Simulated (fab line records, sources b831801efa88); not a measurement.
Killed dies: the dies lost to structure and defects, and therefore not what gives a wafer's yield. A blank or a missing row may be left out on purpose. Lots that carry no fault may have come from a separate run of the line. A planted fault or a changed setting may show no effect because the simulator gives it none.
Commonality check across tools    flow gf180mcu    Lots sampled 12, wafers sampled 36

WHY THIS WAS OPENED
On 2 of the 12 lots, a flag is raised at GF_V4_CD_MEAS_14 on the reading cd_nm. Fault-free wafers read 260.2 nm, with a standard deviation of 1.2.
Rule: flag the lot when none of its wafers has a number, or when each of its wafers that has one lies beyond 4 standard deviations from that mean. All remaining lots are regarded as sound.

lot   measured      on         cd_nm (nm), wafer by wafer  flag
L136  day 24 17:48  cd_sem-01  262.2 260.8 261.5           
L139  day 26 02:02  cd_sem-02  259.0 261.2 261.0           
L140  day 26 11:01  cd_sem-02  260.9 262.8 261.9           
L141  day 26 18:59  cd_sem-01  259.9 257.9 259.4           
L142  day 27 00:31  cd_sem-02  261.8 262.2 262.3           
L144  day 27 14:55  cd_sem-02  251.4 250.6 251.0           FLAGGED
L146  day 27 23:20  cd_sem-01  251.4 251.5 252.3           FLAGGED
L154  day 30 07:31  cd_sem-02  260.1 261.1 260.6           
L155  day 30 17:59  cd_sem-02  259.0 259.5 259.7           
L156  day 30 20:35  cd_sem-02  259.4 259.3 259.0           
L157  day 30 23:35  cd_sem-02  259.9 260.6 260.7           
L158  day 31 09:40  cd_sem-02  261.9 261.0 262.2           
The mean of the flagged lots' numbers is 251.4 nm, -8.8 nm from the usual (-7 standard deviations).

EACH LOT AND THE TOOL IT RAN ON
2 process steps preceding the reading are held in the record, out of 602 steps in the route. Read each cell as the tool, then ch plus the chambers that the sampled wafers visited, then the start.
lot   flag     GF_M4_SPUTTER_01              GF_V4_PEB_12
L136           pvd_sputter-01, day 22 19:43  litho_track-02 ch 0, day 24 17:28
L139           pvd_sputter-04, day 24 04:40  litho_track-02 ch 0, day 26 01:44
L140           pvd_sputter-04, day 24 14:37  litho_track-04 ch 0, day 26 10:41
L141           pvd_sputter-01, day 24 23:20  litho_track-03 ch 0, day 26 18:39
L142           pvd_sputter-01, day 25 04:19  litho_track-02 ch 0, day 27 00:11
L144  FLAGGED  pvd_sputter-03, day 25 20:55  litho_track-02 ch 0, day 27 14:35
L146  FLAGGED  pvd_sputter-01, day 26 05:46  litho_track-02 ch 0, day 27 22:59
L154           pvd_sputter-04, day 28 17:26  litho_track-03 ch 0, day 30 07:10
L155           pvd_sputter-01, day 29 02:57  litho_track-02 ch 0, day 30 17:41
L156           pvd_sputter-04, day 29 05:56  litho_track-03 ch 0, day 30 20:14
L157           pvd_sputter-03, day 29 08:59  litho_track-02 ch 0, day 30 23:14
L158           pvd_sputter-04, day 29 19:09  litho_track-02 ch 0, day 31 09:17
What is done by these steps:
- GF_M4_SPUTTER_01: material TiN, target thk 30 nm, time 25 s.
- GF_V4_PEB_12: peb time 90 s.
- GF_V4_CD_MEAS_14: target cd 260 nm.

FLAGGED AGAINST TOTAL, ONE TOOL AT A TIME (gauges that did the reading follow at the end)
step              tool            lots run  flagged  share of the flagged lots  sound lots run after its first flagged lot
GF_M4_SPUTTER_01  pvd_sputter-01  5         1        some                       1 (L155)
GF_M4_SPUTTER_01  pvd_sputter-03  2         1        some                       1 (L157)
GF_M4_SPUTTER_01  pvd_sputter-04  5         0        none                       -
GF_V4_PEB_12      litho_track-02  8         2        all                        3 (L155,L157,L158)
GF_V4_PEB_12      litho_track-03  3         0        none                       -
GF_V4_PEB_12      litho_track-04  1         0        none                       -
GF_V4_CD_MEAS_14  cd_sem-01       3         1        some                       0
GF_V4_CD_MEAS_14  cd_sem-02       9         1        some                       5 (L154,L155,L156,L157,L158)

WHAT IS ALLOWED BY THE TABLE
All flagged lots share 1 row of the table, namely litho_track-02 at GF_V4_PEB_12.
- litho_track-02 at GF_V4_PEB_12: 2 of its 8 lots flagged. Lots that were sound ran on it after the first flagged one (L155, L157, L158); a persistent fault on the entire tool would not allow that. Its own readings (heater_power_total_W) fall more than 4 standard deviations out on all wafers of the flagged lots.
There is no row in the table that ran each flagged lot and no sound lot after the first.

WHAT HAD BEEN PUT IN BY THE SIMULATOR
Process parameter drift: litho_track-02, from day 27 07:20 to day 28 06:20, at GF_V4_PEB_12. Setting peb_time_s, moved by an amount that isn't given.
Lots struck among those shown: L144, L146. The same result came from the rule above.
